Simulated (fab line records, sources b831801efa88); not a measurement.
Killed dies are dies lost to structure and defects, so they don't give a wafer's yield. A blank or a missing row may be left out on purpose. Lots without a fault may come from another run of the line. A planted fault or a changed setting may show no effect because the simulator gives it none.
Which tool did it? | flow gf180mcu | 12 lots, 36 wafers sampled, at 2 steps of a route of 602

WHAT THE GAUGES READ, wafer by wafer
GF_CONTACT_CD_MEAS_14: target cd 220 nm.
lot  | measured     | on        | cd_nm (nm)
L075 | day 16 13:17 | cd_sem-02 | 217.9 219.1 218.2
L077 | day 17 12:02 | cd_sem-02 | 221.3 221.1 220.7
L079 | day 18 05:51 | cd_sem-01 | 220.8 220.5 221.1
L081 | day 18 21:30 | cd_sem-02 | 220.1 219.4 218.8
L083 | day 19 17:55 | cd_sem-02 | 221.4 221.2 221.6
L085 | day 20 11:36 | cd_sem-02 | 218.4 218.9 218.5
L087 | day 21 02:52 | cd_sem-01 | 217.7 218.8 219.4
L089 | day 21 20:28 | cd_sem-01 | 220.1 220.0 220.1
L091 | day 22 14:04 | cd_sem-01 | 220.1 222.4 222.4
L093 | day 23 06:43 | cd_sem-02 | 218.9 217.4 217.5
L095 | day 23 21:41 | cd_sem-01 | 221.8 219.9 221.0
L097 | day 24 13:36 | cd_sem-02 | 220.8 219.7 221.5

WHICH TOOL RAN EACH LOT (tool, then ch and the chambers of the sampled wafers, then the start)
lot  | GF_SAB_STRIP_13
L075 | plasma_asher-04 ch 0,1, day 15 13:19
L077 | plasma_asher-02 ch 0,1, day 16 12:05
L079 | plasma_asher-02 ch 0,1, day 17 04:52
L081 | plasma_asher-03 ch 0,1, day 17 20:12
L083 | plasma_asher-03 ch 0,1, day 18 16:09
L085 | plasma_asher-02 ch 0,1, day 19 09:49
L087 | plasma_asher-03 ch 0,1, day 20 01:10
L089 | plasma_asher-03 ch 0,1, day 20 19:07
L091 | plasma_asher-04 ch 0,1, day 21 12:49
L093 | plasma_asher-04 ch 0,1, day 22 06:21
L095 | plasma_asher-03 ch 0,1, day 22 21:41
L097 | plasma_asher-04 ch 0,1, day 23 13:52
- GF_SAB_STRIP_13: strips in O2/N2.

THE ANSWER, worked out from the rows above alone
Rule: what is usual is taken from the lots themselves. Put in order of their means at a reading, lots are off if they are a third of the lots or fewer, leave a main group of 4 or more, and stand apart from it by a gap of 3 or more times the standard deviation of the main group's means; of several such gaps the widest counts. A main group whose means are all the same, to the digits that the tables above print for the reading, isn't used. A lot without any number at a reading at which 4 lots or more have one is off too. The other lots that the step has rows for count as sound.
No lot is off at any reading shown: from this, nothing can be told.

WHAT THE SIMULATOR HAD PUT IN
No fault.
